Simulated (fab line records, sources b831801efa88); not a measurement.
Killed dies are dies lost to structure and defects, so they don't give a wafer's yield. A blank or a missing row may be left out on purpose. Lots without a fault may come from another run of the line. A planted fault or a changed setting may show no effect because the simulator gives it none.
Which tool did it? | flow sky130 | 13 lots, 39 wafers sampled, at 4 steps of a route of 708

WHAT THE GAUGES READ, wafer by wafer
SKY_CONTACT_BOW_MEAS_05.
lot  | measured     | on            | CONTACT_BOW (um)
L343 | day 29 14:55 | film_metro-01 | 85 82 78
L344 | day 30 08:23 | film_metro-02 | 90 86 84
L346 | day 31 00:49 | film_metro-02 | 89 89 86
L347 | day 31 10:01 | film_metro-03 | 83 82 85
L350 | day 32 17:10 | film_metro-01 | 87 79 73
L352 | day 33 23:28 | film_metro-02 | 86 79 95
L353 | day 34 04:45 | film_metro-03 | 91 80 78
L358 | day 35 06:10 | film_metro-01 | 82 83 77
L360 | day 36 02:39 | film_metro-03 | 82 82 84
L363 | day 36 19:16 | film_metro-01 | 81 79 81
L364 | day 37 03:57 | film_metro-03 | 94 76 80
L365 | day 37 11:37 | film_metro-02 | 81 86 86
L366 | day 37 21:01 | film_metro-03 | 77 74 84

SKY_METAL1_RS_MEAS_05: measures by four-point-probe.
lot  | measured     | on            | METAL1_ALCU_RS (ohm/sq)
L343 | day 30 20:22 | film_metro-02 | 0.1285 0.1272 0.1283
L344 | day 31 13:43 | film_metro-01 | 0.1291 0.1296 0.1307
L346 | day 32 06:19 | film_metro-02 | 0.1267 0.1280 0.1248
L347 | day 32 14:23 | film_metro-02 | 0.1259 0.1281 0.1292
L350 | day 33 22:27 | film_metro-02 | 0.1225 0.1258 0.1256
L352 | day 35 04:27 | film_metro-01 | 0.1245 0.1246 0.1234
L353 | day 35 09:55 | film_metro-01 | 0.1278 0.1272 0.1264
L358 | day 36 12:16 | film_metro-01 | 0.1254 0.1250 0.1255
L360 | day 37 08:44 | film_metro-02 | 0.1284 0.1273 0.1253
L363 | day 38 00:14 | film_metro-01 | 0.1276 0.1285 0.1296
L364 | day 38 08:02 | film_metro-02 | 0.1296 0.1288 0.1279
L365 | day 38 15:15 | film_metro-01 | 0.1269 0.1278 0.1260
L366 | day 39 00:03 | film_metro-04 | 0.1269 0.1262 0.1313

WHICH TOOL RAN EACH LOT (tool, then ch and the chambers of the sampled wafers, then the start)
lot  | SKY_LOCAL_INTERCONNECT_ETCH_13    | SKY_CONTACT_ETCH_17
L343 | rie_metal-01 ch 0,1, day 29 13:41 | rie_diel-01 ch 1,2, day 30 18:53
L344 | rie_metal-01 ch 1, day 30 07:02   | rie_diel-01 ch 0,3, day 31 11:49
L346 | rie_metal-04 ch 0,1, day 30 23:33 | rie_diel-04 ch 0,2,3, day 32 04:43
L347 | rie_metal-01 ch 0,1, day 31 08:24 | rie_diel-02 ch 0,1,3, day 32 12:49
L350 | rie_metal-02 ch 0,1, day 32 15:56 | rie_diel-04 ch 0,1,3, day 33 20:58
L352 | rie_metal-02 ch 0,1, day 33 22:14 | rie_diel-01 ch 1,2,3, day 35 02:58
L353 | rie_metal-01 ch 0,1, day 34 03:29 | rie_diel-01 ch 0,1,2, day 35 08:26
L358 | rie_metal-04 ch 0,1, day 35 04:56 | rie_diel-01 ch 0,2,3, day 36 10:41
L360 | rie_metal-04 ch 0,1, day 36 01:21 | rie_diel-04 ch 1,2,3, day 37 07:07
L363 | rie_metal-02 ch 0,1, day 36 17:59 | rie_diel-02 ch 0,1,3, day 37 22:43
L364 | rie_metal-01 ch 0,1, day 37 02:41 | rie_diel-04 ch 0,2,3, day 38 06:28
L365 | rie_metal-02 ch 0,1, day 37 10:23 | rie_diel-01 ch 0,2,3, day 38 13:46
L366 | rie_metal-01 ch 0,1, day 37 19:44 | rie_diel-04 ch 0,1, day 38 22:34
- SKY_LOCAL_INTERCONNECT_ETCH_13: etches BARC in N2/H2, stops on SiO2, time 45.9 s, target depth 60 nm.
- SKY_CONTACT_ETCH_17: etches SiO2 in C4F8/O2/Ar, stops on Si3N4, target depth 340 nm.

WHAT THE TOOLS THEMSELVES READ (means of the sampled wafers that have a number; where no wafer has one, the mark that the record gives instead)
SKY_LOCAL_INTERCONNECT_ETCH_13.
lot  | tool         | bias_w (W) | drypump_motor_current_A (A) | oes_product_au (a.u.) | throttle_valve_pct (%)
L343 | rie_metal-01 | 100.20     | 5.4                         | 0.855                 | 13.225
L344 | rie_metal-01 | 99.91      | 5.0                         | 0.854                 | 13.232
L346 | rie_metal-04 | 100.29     | 6.1                         | 0.852                 | 13.225
L347 | rie_metal-01 | 99.74      | 5.9                         | 0.856                 | 13.234
L350 | rie_metal-02 | 100.27     | 5.7                         | 0.854                 | 13.214
L352 | rie_metal-02 | 99.73      | 5.7                         | 0.857                 | 13.233
L353 | rie_metal-01 | 100.11     | 5.4                         | 0.850                 | 13.234
L358 | rie_metal-04 | 99.68      | 6.1                         | 0.856                 | 13.223
L360 | rie_metal-04 | 99.72      | 6.1                         | 0.854                 | 13.227
L363 | rie_metal-02 | 99.40      | 5.7                         | 0.858                 | 13.228
L364 | rie_metal-01 | 99.85      | 5.9                         | 0.852                 | 13.228
L365 | rie_metal-02 | 100.42     | 6.0                         | 0.851                 | 13.233
L366 | rie_metal-01 | 99.96      | 5.4                         | 0.849                 | 13.221

SKY_CONTACT_ETCH_17.
lot  | tool        | bias_w (W) | oes_product_au (a.u.)
L343 | rie_diel-01 | 1201       | 0.890
L344 | rie_diel-01 | 1204       | 0.888
L346 | rie_diel-04 | 1202       | 0.891
L347 | rie_diel-02 | 1201       | 0.890
L350 | rie_diel-04 | 1198       | 0.897
L352 | rie_diel-01 | 1284       | 0.892
L353 | rie_diel-01 | 1283       | 0.889
L358 | rie_diel-01 | 1287       | 0.890
L360 | rie_diel-04 | 1201       | 0.886
L363 | rie_diel-02 | 1201       | 0.884
L364 | rie_diel-04 | 1202       | 0.890
L365 | rie_diel-01 | 1198       | 0.894
L366 | rie_diel-04 | 1196       | 0.891

THE ANSWER, worked out from the rows above alone
Rule: what is usual is taken from the lots themselves. Put in order of their means at a reading, lots are off if they are a third of the lots or fewer, leave a main group of 4 or more, and stand apart from it by a gap of 3 or more times the standard deviation of the main group's means; of several such gaps the widest counts. A main group whose means are all the same, to the digits that the tables above print for the reading, isn't used. A lot without any number at a reading at which 4 lots or more have one is off too. The other lots that the step has rows for count as sound. The gauges are gone through in route order, then the tools' own readings, and for those a lot's mean is taken as printed above. The first step at which some lot is off is used, and at that step the reading that is off furthest; a lot without a number counts as furthest.
Off: L352, L353, L358, at SKY_CONTACT_ETCH_17 (bias_w). The main group: mean 1200 W, standard deviation 2.2.
A tool fits if, at that step or a process step before it, it ran every lot that is off, and no sound lot after the first of them. None of those tried fits.

WHAT THE SIMULATOR HAD PUT IN
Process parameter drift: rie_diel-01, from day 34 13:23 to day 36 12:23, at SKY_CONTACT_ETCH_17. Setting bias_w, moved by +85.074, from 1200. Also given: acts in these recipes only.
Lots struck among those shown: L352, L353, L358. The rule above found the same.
